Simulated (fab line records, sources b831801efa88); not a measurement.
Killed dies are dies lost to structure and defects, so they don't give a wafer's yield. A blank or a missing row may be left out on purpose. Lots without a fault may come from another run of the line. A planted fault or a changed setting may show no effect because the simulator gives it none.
Which tool did it? | flow sky130 | 10 lots, 30 wafers sampled, at 4 steps of a route of 708

WHAT THE GAUGES READ, wafer by wafer
SKY_VIA3_RS_MEAS_22: measures by four-point-probe.
lot  | measured     | on            | VIA3_W_RS (ohm/sq)
L409 | day 42 18:13 | film_metro-01 | 0.294 0.295 0.295
L410 | day 43 00:15 | film_metro-04 | 0.299 0.302 0.300
L411 | day 43 05:44 | film_metro-01 | 0.296 0.297 0.289
L413 | day 43 18:20 | film_metro-02 | 0.406 0.296 0.296 0.406 0.297 0.296
L414 | day 43 20:44 | film_metro-02 | 0.411 0.295 0.295 0.411 0.295 0.296
L416 | day 44 11:02 | film_metro-01 | 0.411 0.298 0.294 0.410 0.298 0.293
L424 | day 47 00:36 | film_metro-04 | 0.298 0.301 0.301
L426 | day 47 04:49 | film_metro-02 | 0.297 0.301 0.299
L427 | day 47 11:59 | film_metro-01 | 0.300 0.297 0.295
L428 | day 47 15:13 | film_metro-02 | 0.296 0.292 0.294

SKY_VIA3_THK_MEAS_23: measures by xrf.
lot  | measured     | on            | VIA3_W_THK (nm)
L409 | day 42 18:19 | film_metro-01 | 389 387 389
L410 | day 43 00:20 | film_metro-04 | 388 382 386
L411 | day 43 05:51 | film_metro-01 | 392 389 404
L413 | day 43 20:02 | film_metro-02 | 286 390 389 287 389 387
L414 | day 43 23:54 | film_metro-02 | 281 393 387 283 398 393
L416 | day 44 14:04 | film_metro-01 | 279 388 390 279 385 390
L424 | day 47 00:43 | film_metro-04 | 386 385 384
L426 | day 47 04:56 | film_metro-02 | 387 383 384
L427 | day 47 12:06 | film_metro-01 | 386 392 393
L428 | day 47 15:19 | film_metro-02 | 390 394 391

WHICH TOOL RAN EACH LOT (tool, then ch and the chambers of the sampled wafers, then the start)
lot  | SKY_VIA3_CMP_02               | SKY_VIA3_CVD_21
L409 | cmp-01 ch 0,1,3, day 41 15:45 | cvd_w-02 ch 0,1, day 42 18:06
L410 | cmp-01 ch 0,2,3, day 41 22:24 | cvd_w-02 ch 0,1, day 43 00:06
L411 | cmp-01 ch 0,1,3, day 42 03:57 | cvd_w-01 ch 0,1, day 43 05:36
L413 | cmp-02 ch 0,1,2, day 42 16:27 | cvd_w-02 ch 0,1, day 43 18:13
L414 | cmp-01 ch 1,3, day 42 19:21   | cvd_w-02 ch 0,1, day 43 20:36
L416 | cmp-01 ch 1,2,3, day 43 10:40 | cvd_w-02 ch 0,1, day 44 10:55
L424 | cmp-01 ch 1,2,3, day 46 01:47 | cvd_w-02 ch 0, day 47 00:27
L426 | cmp-02 ch 0,1,3, day 46 05:22 | cvd_w-02 ch 0,1, day 47 04:41
L427 | cmp-02 ch 0,1,3, day 46 13:31 | cvd_w-02 ch 0,1, day 47 11:51
L428 | cmp-01 ch 0,1,2, day 46 16:31 | cvd_w-02 ch 0,1, day 47 15:04
- SKY_VIA3_CMP_02: polishes SiO2.
- SKY_VIA3_CVD_21: deposits W, target thk 390 nm, time 117.31 s.

WHAT THE TOOLS THEMSELVES READ (means of the sampled wafers that have a number; where no wafer has one, the mark that the record gives instead)
SKY_VIA3_CMP_02.
lot  | tool   | motor_current_A (A)
L409 | cmp-01 | 12.2
L410 | cmp-01 | 11.3
L411 | cmp-01 | 12.4
L413 | cmp-02 | 11.2
L414 | cmp-01 | 13.1
L416 | cmp-01 | 12.2
L424 | cmp-01 | 11.9
L426 | cmp-02 | 11.3
L427 | cmp-02 | 11.0
L428 | cmp-01 | 11.3

SKY_VIA3_CVD_21.
lot  | tool     | chamber_pressure_Torr (Torr) | heater_power_w (W) | susceptor_temp_C (C)
L409 | cvd_w-02 | 40.04                        | 845                | 399.94
L410 | cvd_w-02 | 39.99                        | 835                | 400.12
L411 | cvd_w-01 | 39.90                        | 764                | 399.97
L413 | cvd_w-02 | 40.02                        | 875                | 400.25
L414 | cvd_w-02 | 39.98                        | 867                | 399.85
L416 | cvd_w-02 | 40.07                        | 889                | 400.14
L424 | cvd_w-02 | 40.08                        | 912                | 400.01
L426 | cvd_w-02 | 40.00                        | 883                | 399.88
L427 | cvd_w-02 | 39.98                        | 867                | 399.83
L428 | cvd_w-02 | 39.91                        | 858                | 400.00

THE ANSWER, worked out from the rows above alone
Rule: what is usual is taken from the lots themselves. Put in order of their means at a reading, lots are off if they are a third of the lots or fewer, leave a main group of 4 or more, and stand apart from it by a gap of 3 or more times the standard deviation of the main group's means; of several such gaps the widest counts. A main group whose means are all the same, to the digits that the tables above print for the reading, isn't used. A lot without any number at a reading at which 4 lots or more have one is off too. The other lots that the step has rows for count as sound. The gauges are gone through in route order, then the tools' own readings, and for those a lot's mean is taken as printed above. The first step at which some lot is off is used, and at that step the reading that is off furthest; a lot without a number counts as furthest.
Off: L413, L414, L416, at SKY_VIA3_RS_MEAS_22 (VIA3_W_RS). The main group: mean 0.297 ohm/sq, standard deviation 0.0026.
A tool fits if, at a process step before that reading, it ran every lot that is off, and no sound lot after the first of them. The gauges at SKY_VIA3_RS_MEAS_22 are tried like those tools. None of those tried fits.

WHAT THE SIMULATOR HAD PUT IN
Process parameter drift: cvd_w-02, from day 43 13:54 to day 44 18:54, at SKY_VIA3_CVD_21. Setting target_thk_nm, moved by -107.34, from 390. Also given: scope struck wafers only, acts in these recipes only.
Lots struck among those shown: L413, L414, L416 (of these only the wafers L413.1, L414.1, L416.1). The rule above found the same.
